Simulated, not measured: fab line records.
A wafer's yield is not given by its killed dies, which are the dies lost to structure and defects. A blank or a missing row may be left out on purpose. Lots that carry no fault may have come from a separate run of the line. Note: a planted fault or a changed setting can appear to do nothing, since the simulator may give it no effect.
2 desks, one fault	flow sky130	each desk has only its own numbers; what lay behind them comes last

AT THE METROLOGY DESK
What the gauges read, lot by lot, whatever tool the lot ran on: means of the sampled wafers that have a number. Any lot whose mean is over 4 standard deviations away from the usual mean is out of limits and marked OUT; that distance is given in the brackets.
Columns: A = PWDE_OVL at SKY_PWDE_OVL_MEAS_07, usual 0.1 nm
lot	first seen here	A
L832	day 4 09:04	0.9
L831	day 4 09:46	1.9
L834	day 4 14:07	-2.4
L833	day 4 14:28	-0.6
L836	day 4 23:28	-1.0
L846	day 8 00:52	-0.8
L851	day 8 15:04	0.0
L852	day 9 03:18	-0.8
L854	day 9 13:00	2.4
This desk's finding: nothing out of limits on any of the 9 lots.

DESK OF THE TOOL OWNER: rie_diel-01
The tool's own readings at SKY_FIELD_ISO_ETCH_15 (etches the open film in CHF3/O2, stops on Si, target depth 180 nm, time 72 s): means of the sampled wafers that have a number, for each lot that ran on this tool. Any lot whose mean is over 4 standard deviations away from the usual mean is out of limits and marked OUT; that distance is given in the brackets.
Columns: A = drypump_motor_current_A at SKY_FIELD_ISO_ETCH_15, usual 5.4 A; B = oes_product_au at SKY_FIELD_ISO_ETCH_15, usual 0.946 a.u.; C = run_length_s at SKY_FIELD_ISO_ETCH_15, usual 100.4 s; D = throttle_valve_pct at SKY_FIELD_ISO_ETCH_15, usual 8.844 %
lot	first seen here	A	B	C	D
L832	day 2 10:13	5.4	0.940	100.3	8.838
L833	day 2 22:26	5.6	0.944	100.4	8.838
L836	day 3 06:10	5.6	0.948	100.4	8.846
L843	day 4 18:37	5.1	0.993 (+7.3) OUT	84.9 (-42) OUT	8.858
L844	day 5 03:16	5.2	1.005 (+9.2) OUT	85.2 (-41) OUT	8.869
Finding of this desk: L843, L844 out of limits; the first was L843 at day 4 18:37, on oes_product_au at SKY_FIELD_ISO_ETCH_15. L832, L833, L836 stayed within limits.

PUT TOGETHER
On L843, L844, at day 4 18:37, an alarm was possible from the tool owner's desk.
The metrology desk saw nothing out of limits.
The metrology desk has no number on record for L843, L844.
All the named lots went through SKY_FIELD_ISO_ETCH_15 on rie_diel-01.

WHAT THE SIMULATOR HAD INSERTED
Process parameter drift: rie_diel-01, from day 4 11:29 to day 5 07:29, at SKY_FIELD_ISO_ETCH_15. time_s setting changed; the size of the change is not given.
Struck lots among those shown: L843, L844.
Hours from the fault's start to each desk's first reading out of limits: the tool owner's desk, 7.
